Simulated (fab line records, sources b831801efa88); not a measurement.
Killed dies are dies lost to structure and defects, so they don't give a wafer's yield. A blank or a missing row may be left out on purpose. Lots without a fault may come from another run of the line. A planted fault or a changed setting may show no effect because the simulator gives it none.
Problem report in the 8D (eight disciplines) form, filled by code | flow sfq_line | the parts of the form that need people (team, actions taken, sign-off) are left out

1. THE PROBLEM
bias_w at SFQ_TRILAYER_L0_VIA_BARC_OPEN_VIA_ETCH_021 reads a mean of 75.74 W on 1 wafer of 1 lot; wafers without a fault read 80.02 W with a standard deviation of 0.24. That is -18 standard deviations from the usual mean.
The step: etches BARC in O2, target depth 125 nm, time 41.7 s.
First seen on wafer L949.2, day 11 00:44, on rie_diel-04. The record holds 39 wafers of 13 lots with a number at this step. Rule for "out", or "out of limits": more than 4 standard deviations from the usual mean. The other wafers with a number count as sound.

2. WHAT IT IS AND WHAT IT IS NOT
question                    | is                | is not
which readings at this step | bias_w            | drypump_motor_current_A, oes_product_au
which lots                  | L949              | L935, L936, L937, L939, L940, L941, L950, L953, L954, L955, L957, L958
which wafers of those lots  | L949.2            | L949.1, L949.3
read on which tools         | rie_diel-04       | rie_diel-01, rie_diel-02
when                        | from day 11 00:44 | up to then (20 sound wafers); but 18 sound wafers of L950, L953, L954, L955, L957, L958 came after

3. SUSPECTS, AND WHAT RULES EACH OUT
Counting: a tool at a process step up to the reading stays a suspect if it ran every lot that is out. Sound lots after the first of them don't rule it out here, since some wafers of a struck lot are sound.
- rie_diel-04 at SFQ_TRILAYER_L0_VIA_BARC_OPEN_VIA_ETCH_021 (etches BARC in O2, target depth 125 nm, time 41.7 s): kept. It ran the lot that is out, L949 (day 11 00:44); its last sound lot up to then is L941 (day 8 17:34). Its own readings are out on those wafers: bias_w.
- Within rie_diel-04 at SFQ_TRILAYER_L0_VIA_BARC_OPEN_VIA_ETCH_021: the wafers that are out ran in chamber 3; their sound lot-mates ran in chambers 0, 2.
Left after counting: rie_diel-04 at SFQ_TRILAYER_L0_VIA_BARC_OPEN_VIA_ETCH_021.

4. THE CAUSE (what the simulator had put in)
Process parameter drift: rie_diel-04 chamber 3, from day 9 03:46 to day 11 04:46, at SFQ_TRILAYER_L0_VIA_BARC_OPEN_VIA_ETCH_021. Setting bias_w, moved by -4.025, from 80. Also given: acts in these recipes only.
Counting left only this tool.

5. THE CHAIN OF EFFECTS, in route order
Each row: a reading whose mean over the struck wafers that have a number lies more than 3 standard deviations from the usual. Only readings for which the record gives a usual standard deviation are gone through. hours: the time from each lot's start at the first step in this table that gives one to its start at this step, as a median over the lots. sigmas: the change in usual standard deviations.
hours | step                                       | reading | usual   | on struck wafers | change | sigmas
0     | SFQ_TRILAYER_L0_VIA_BARC_OPEN_VIA_ETCH_021 | bias_w  | 80.02 W | 75.74            | -4.28  | -18
The process steps in it:
- SFQ_TRILAYER_L0_VIA_BARC_OPEN_VIA_ETCH_021: etches BARC in O2, target depth 125 nm, time 41.7 s.

6. WHAT WOULD HAVE CAUGHT IT SOONER
In this record the first reading out of limits was taken at day 11 00:44, 45 hours after the fault began at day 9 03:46.
